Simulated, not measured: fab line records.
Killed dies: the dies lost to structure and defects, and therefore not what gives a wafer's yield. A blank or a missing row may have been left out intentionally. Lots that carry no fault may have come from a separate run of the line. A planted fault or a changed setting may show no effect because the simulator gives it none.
fab line records | flow gf180mcu | part 2 of 2: steps 28 to 39 of 39
record: lots: 5 wafers: 15 lastDay: 33
route steps=602 shown DUAL_GATE@155 POLY_GATE@157 HV_LDD@176
lots that met no fault: from a run of the same line without faults
startH: hours from the record's opening day to when the first of the lot's shown wafers began | waitH: how many hours have passed since the lot's step before this one | " unchanged from the row above | L1.1+2: several wafers, shown together as one row | - value missing, or start not given | * or withheld: withheld | < > ~ a bound
route shown NAME@n: NAME is a module with steps in the file, n the number in the route of the first one | usual: mean/standard deviation of fault-free wafers | same: alike in all rows | chamber/n: place in a boat | sites: the reading at each site | _std_site: their standard deviation | _edge_site: outer sites' mean less inner sites' | radiusMm: how far each site lies from the wafer's centre | mask NAME#n: copy n | behind: tool/chamber where the wafer was last shaped | hold: the reason the lot was held/the length of the hold in hours/how it ended | device: the n, p or np transistor that did not switch | end of line: the route-end tests of the same wafers | a step with no rows: only its recipe | killed: not the wafer's yield, but the dies lost to structure and defects at the first sort | map: the dies of a wafer, with x for killed, . for not killed, _ for no die there
set.NAME: the run value of the setting; set.NAME@STEP: its run value at that earlier step | model.NAME: the simulator's own value behind a step, which no gauge read
lots seen at some steps along the route; tables by step, rows by wafer
services: a tool's chamber out of use, with start hour (startH, from the record's first day; less than 0 if before it), hours out, and reason
== steps ==
step: GF_HV_LDD_DEVELOP_06
recipe: developTimeS: 60 devTempC: 23
usual: exhaustPa: 45.1/0.92
columns lot.wafer tool chamber startH waitH exhaustPa
L074.1 lithoTrack-04 0 211.16 0.1 43.6
L074.2 " 0 " " 44.6
L074.5 " 0 " " 46.1
L076.2 lithoTrack-03 0 229.04 0.1 45.0
L076.5 " 0 " " 44.9
L076.6 " 0 " " 45.2
L081.1 lithoTrack-04 0 275.71 0.1 45.3
L081.2 " 0 " " 47.2
L081.5 " 0 " " 45.5
L088.1 lithoTrack-03 0 326.01 0.1 45.5
L088.2 " 0 " " 45.4
L088.5 " 0 " " 45.7
L089.1 lithoTrack-02 0 336.83 0.1 44.8
L089.3 " 0 " " 44.9
L089.4 " 0 " " 44.6
step: GF_HV_LDD_CD_MEAS_07
recipe: targetCdNm: 400
usual: cdNm: 400.3/2
columns lot.wafer tool chamber startH waitH cdNm
L074.1 cdSem-01 - 211.31 0.1 399.2
L074.2 " - " " 398.8
L074.5 " - " " 401.1
L076.2 cdSem-02 - 229.18 0.1 399.6
L076.5 " - " " 398.2
L076.6 " - " " 396.7
L081.1 cdSem-02 - 275.86 0.1 399.4
L081.2 " - " " 401.4
L081.5 " - " " 400.2
L088.1 cdSem-01 - 326.16 0.1 397.9
L088.2 " - " " 399.7
L088.5 " - " " 399.9
L089.1 cdSem-01 - 336.98 0.1 400.5
L089.3 " - " " 401.6
L089.4 " - " " 400.9
step: GF_HV_LDD_OVL_MEAS_08
usual: HV_LDD_OVL: 1.1/1.1
columns lot.wafer tool chamber startH waitH HV_LDD_OVL[nm]
L074.1 overlay-02 - 211.43 0.1 1.7
L074.2 " - " " 2.1
L074.5 " - " " 2.5
L076.2 overlay-01 - 229.29 0.1 0.7
L076.5 " - " " 0.9
L076.6 " - " " 1.6
L081.1 overlay-02 - 275.98 0.1 2.5
L081.2 " - " " 0.5
L081.5 " - " " 1.4
L088.1 overlay-02 - 326.28 0.1 1.6
L088.2 " - " " 1.4
L088.5 " - " " 0.7
L089.1 overlay-01 - 337.10 0.1 -0.3
L089.3 " - " " -0.5
L089.4 " - " " 1.0
step: GF_HV_LDD_IMPLANT_09
recipe: species: As energyKev: 40 doseCm2: 1e+14 tiltDeg: 7
columns lot.wafer tool chamber startH waitH
L074.1+2+5 implanter-02 0 211.46 0.0
L076.2+5+6 implanter-04 0 229.34 0.0
L081.1+2+5 implanter-02 0 276.01 0.0
L088.1+2+5 implanter-03 0 326.32 0.0
L089.1+3+4 implanter-02 0 337.13 0.0
step: GF_HV_LDD_STRIP_10
recipe: chemistry: O2/N2 powerW: 1400 pressureMtorr: 1500 platenTempC: 250 o2FlowSccm: 3000 n2FlowSccm: 300 overashFraction: 0.5
usual: drypumpMotorCurrentA: 5.6/0.36 heaterPowerW: 329/21 oesProductAu: 0.716/0.0047 stripTimeToEndpointS: 12.623/0.029
columns lot.wafer tool chamber startH waitH drypumpMotorCurrentA heaterPowerW oesProductAu rfHoursCounterH stripTimeToEndpointS
L074.1 plasmaAsher-02 0 211.61 0.1 5.5 307 0.714 10 12.573
L074.2 " 1 " " 6.0 349 0.711 10 12.584
L074.5 " 0 " " 5.5 303 0.706 - 12.654
L076.2 plasmaAsher-01 1 229.47 0.1 6.1 306 0.715 58 12.620
L076.5 " 0 " " 5.3 345 0.720 - 12.648
L076.6 " 1 " " 6.1 299 0.717 - 12.642
L081.1 plasmaAsher-02 0 276.16 0.1 5.6 313 0.710 15 12.636
L081.2 " 1 " " 6.0 348 0.713 15 12.675
L081.5 " 1 " " 5.9 348 0.725 - 12.659
L088.1 plasmaAsher-04 0 326.47 0.1 4.9 319 0.721 54 12.624
L088.2 " 1 " " 5.4 346 0.721 54 12.653
L088.5 " 1 " " 5.4 342 0.717 - 12.612
L089.1 plasmaAsher-01 1 337.28 0.1 6.1 304 0.719 69 12.617
L089.3 " 1 " " 6.1 297 0.715 - 12.582
L089.4 " 0 " " 5.3 343 0.718 - 12.633
step: GF_HV_LDD_TW_MEAS_11
usual: HV_LDD_TW: 2400/12
columns lot.wafer tool chamber startH waitH HV_LDD_TW
L074.1 filmMetro-03 - 211.71 0.1 2389
L074.2 " - " " 2393
L074.5 " - " " 2401
L076.2 filmMetro-04 - 229.58 0.1 2412
L076.5 " - " " 2396
L076.6 " - " " 2387
L081.1 filmMetro-02 - 276.26 0.1 2392
L081.2 " - " " 2400
L081.5 " - " " 2411
L088.1 filmMetro-02 - 326.57 0.1 2378
L088.2 " - " " 2389
L088.5 " - " " 2386
L089.1 filmMetro-03 - 337.38 0.1 2396
L089.3 " - " " 2396
L089.4 " - " " 2388
step: GF_HV_LDD_DEHYDRATE_12
recipe: tempC: 200 timeS: 60
usual: exhaustPa: 45.1/0.85
columns lot.wafer tool chamber startH waitH exhaustPa
L074.1 lithoTrack-03 0 220.36 8.6 45.2
L074.2 " 0 " " 43.7
L074.5 " 0 " " 45.0
L076.2 lithoTrack-02 0 238.10 8.5 45.0
L076.5 " 0 " " 44.1
L076.6 " 0 " " 44.8
L081.1 lithoTrack-02 0 285.93 9.7 45.5
L081.2 " 0 " " 46.1
L081.5 " 0 " " 46.2
L088.1 lithoTrack-02 0 336.08 9.5 44.6
L088.2 " 0 " " 44.5
L088.5 " 0 " " 44.5
L089.1 lithoTrack-02 0 347.43 10.0 46.7
L089.3 " 0 " " 44.8
L089.4 " 0 " " 44.5
step: GF_HV_LDD_HMDS_13
recipe: primeTimeS: 60 primeTempC: 120
usual: exhaustPa: 45.0/0.94
columns lot.wafer tool chamber startH waitH exhaustPa
L074.1 lithoTrack-03 0 220.51 0.1 44.7
L074.2 " 0 " " 45.7
L074.5 " 0 " " 45.7
L076.2 lithoTrack-02 0 238.25 0.1 44.1
L076.5 " 0 " " 44.1
L076.6 " 0 " " 44.1
L081.1 lithoTrack-02 0 286.08 0.1 44.5
L081.2 " 0 " " 43.6
L081.5 " 0 " " 45.6
L088.1 lithoTrack-02 0 336.23 0.1 46.3
L088.2 " 0 " " 46.3
L088.5 " 0 " " 46.9
L089.1 lithoTrack-02 0 347.58 0.1 46.5
L089.3 " 0 " " 45.5
L089.4 " 0 " " 46.3
step: GF_HV_LDD_COAT_14
recipe: resist: NOVOLAK spinRpm: 3000 resistThkNm: 1000
usual: exhaustPa: 45.0/0.93
columns lot.wafer tool chamber startH waitH exhaustPa
L074.1 lithoTrack-03 0 220.66 0.1 44.4
L074.2 " 0 " " 45.0
L074.5 " 0 " " 43.5
L076.2 lithoTrack-02 0 238.40 0.1 45.3
L076.5 " 0 " " 44.5
L076.6 " 0 " " 44.5
L081.1 lithoTrack-02 0 286.23 0.1 46.1
L081.2 " 0 " " 45.0
L081.5 " 0 " " 45.5
L088.1 lithoTrack-02 0 336.38 0.1 44.2
L088.2 " 0 " " 44.3
L088.5 " 0 " " 45.0
L089.1 lithoTrack-02 0 347.73 0.1 44.1
L089.3 " 0 " " 44.7
L089.4 " 0 " " 42.9
step: GF_HV_LDD_SOFTBAKE_15
recipe: tempC: 90 timeS: 60 resist: NOVOLAK
usual: exhaustPa: 45.0/0.86
columns lot.wafer tool chamber startH waitH exhaustPa
L074.1 lithoTrack-03 0 220.81 0.1 45.8
L074.2 " 0 " " 43.9
L074.5 " 0 " " 46.1
L076.2 lithoTrack-02 0 238.55 0.1 46.3
L076.5 " 0 " " 45.8
L076.6 " 0 " " 45.5
L081.1 lithoTrack-02 0 286.38 0.1 44.3
L081.2 " 0 " " 45.6
L081.5 " 0 " " 43.6
L088.1 lithoTrack-02 0 336.53 0.1 45.8
L088.2 " 0 " " 47.7
L088.5 " 0 " " 45.5
L089.1 lithoTrack-02 0 347.88 0.1 47.0
L089.3 " 0 " " 45.0
L089.4 " 0 " " 44.8
step: GF_HV_LDD_EXPOSE_16
recipe: maskId: Pplus_LV_AREA targetCdNm: 400 na: 0.6 sourceShape: conventional sigmaOuter: 0.6 doseMj: 140
columns lot.wafer tool chamber startH waitH mask
L074.1+2+5 ilineStepper-01 0 - - Pplus_LV_AREA#0
L076.2+5+6 ilineStepper-02 0 - - Pplus_LV_AREA#0
L081.1+2+5 ilineStepper-02 0 - - Pplus_LV_AREA#0
L088.1+2+5 ilineStepper-01 0 - - Pplus_LV_AREA#0
L089.1+3+4 ilineStepper-01 0 - - Pplus_LV_AREA#0
step: GF_HV_LDD_PEB_17
recipe: tempC: withheld timeS: * resist: NOVOLAK
usual: exhaustPa: 44.9/0.85
columns lot.wafer tool chamber startH waitH exhaustPa
L074.1 lithoTrack-02 0 - - 44.2
L074.2 " 0 " " 44.0
L074.5 " 0 " " 44.1
L076.2 lithoTrack-03 0 - - 45.2
L076.5 " 0 " " 45.2
L076.6 " 0 " " 45.8
L081.1 lithoTrack-02 0 - - 43.9
L081.2 " 0 " " 44.1
L081.5 " 0 " " 44.3
L088.1 lithoTrack-04 0 - - 45.0
L088.2 " 0 " " 43.8
L088.5 " 0 " " 43.5
L089.1 lithoTrack-02 0 - - 47.4
L089.3 " 0 " " 46.1
L089.4 " 0 " " 44.6
== services ==
columns tool chamber startH hours kind
rieDiel-01 2 147.37 2.8 repair
plasmaAsher-04 - 148.60 1.6 repair
rieSi-02 0 149.47 2.0 repair
krfScanner-02 - 150.68 0.3 repair
ilineStepper-02 - 152.98 1.7 pm
lpcvd-01 - 156.00 1.0 repair
ilineStepper-01 - 158.79 4.6 repair
plasmaAsher-01 - 160.42 1.3 repair
ilineStepper-01 - 168.96 1.7 pm
plasmaAsher-01 - 202.75 2.8 pm
furnace-01 - 212.38 3.1 pm
krfScanner-02 - 215.06 0.8 pm
ilineStepper-02 - 245.21 10.2 repair
krfScanner-02 - 252.45 3.6 pm
plasmaAsher-04 - 261.09 0.8 repair
krfScanner-02 - 269.14 0.8 pm
furnace-01 - 287.67 3.4 pm
krfScanner-02 - 289.59 1.3 pm
rieSi-02 - 297.83 15.6 pm
krfScanner-02 - 303.42 4.4 pm
lpcvd-01 - 303.56 6.0 pm
krfScanner-02 - 314.44 1.0 pm
krfScanner-02 - 315.44 4.0 pm
ilineStepper-02 - 347.55 6.4 repair
